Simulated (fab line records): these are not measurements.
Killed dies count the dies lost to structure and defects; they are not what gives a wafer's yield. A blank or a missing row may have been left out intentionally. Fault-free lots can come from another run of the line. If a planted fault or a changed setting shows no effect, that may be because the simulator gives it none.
2 desks looking at one fault ; flow sky130 ; what lay behind the numbers comes last; until then each desk has only its own

== THE TOOL OWNER'S DESK: cvd w-02 ==
The tool's own readings at SKY_VIA2_CVD_21 (deposits W, target thk 420 nm, time 126.4 s): means of the sampled wafers that have a number, for each lot that ran on this tool. The brackets show how far a lot's mean lies from the usual mean; more than 4 standard deviations puts the lot out of limits, marked OUT.
Columns: A = heater power w at SKY_VIA2_CVD_21, usual 773 W; B = susceptor temp C at SKY_VIA2_CVD_21, usual 400.05 C
lot;first seen here;A;B
L285;day 36 20:23;781;399.97
L291;day 38 18:56;754;400.11
L293;day 39 10:32;800;399.95
L294;day 39 17:29;813;407.14 (+37) OUT
L296;day 40 09:01;794;407.11 (+37) OUT
L304;day 42 13:37;789;400.04
L305;day 43 00:15;783;399.89
This desk's finding: out of limits on L294, L296; first on L294, day 39 17:29 (susceptor temp C at SKY_VIA2_CVD_21). In limits: L285, L291, L293, L304, L305.

== AT THE METROLOGY DESK ==
Lot by lot, what the gauges showed, no matter which tool ran the lot: averages of those sampled wafers that carry a number. The brackets show how far a lot's mean lies from the usual mean; more than 4 standard deviations puts the lot out of limits, marked OUT.
Columns: A = METAL2_OVL at SKY_METAL2_OVL_MEAS_16, usual -4 nm; B = VIA2_W_RS at SKY_VIA2_RS_MEAS_22, usual 0.276 ohm/sq; C = VIA2_W_THK at SKY_VIA2_THK_MEAS_23, usual 415 nm
lot;first seen here;A;B;C
L285;day 35 16:44;-5;0.283;408
L291;day 37 14:56;-3;0.279;411
L292;day 38 02:32;1;0.274;419
L293;day 38 07:17;-8;0.273;416
L294;day 38 15:11;-1;0.242 (-9.6) OUT;469 (+8.5) OUT
L296;day 39 05:29;0;0.245 (-8.9) OUT;482 (+11) OUT
L299;day 40 05:08;3;0.269;430
L304;day 41 11:41;1;0.275;417
L305;day 41 22:11;-3;0.274;408
L306;day 42 03:02;-3;0.270;415
This desk reports L294, L296 out of limits; the earliest was L294 at day 39 17:37 (VIA2_W_RS at SKY_VIA2_RS_MEAS_22). In limits: L285, L291, L292, L293, L299, L304, L305, L306.

== PUT TOGETHER ==
An alarm could have come from the tool owner's desk at day 39 17:29, on L294, L296.
L294, L296 would have let the metrology desk raise an alarm at day 39 17:37.
On cvd w-02, each named lot ran SKY_VIA2_CVD_21.

== WHAT THE SIMULATOR PUT IN ==
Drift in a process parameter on cvd w-02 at SKY_VIA2_CVD_21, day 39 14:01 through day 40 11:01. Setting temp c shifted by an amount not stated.
Struck lots among those shown: L294, L296.
Fault start to first reading out of limits, in hours, per desk: tool owner, 3; metrology, 4.
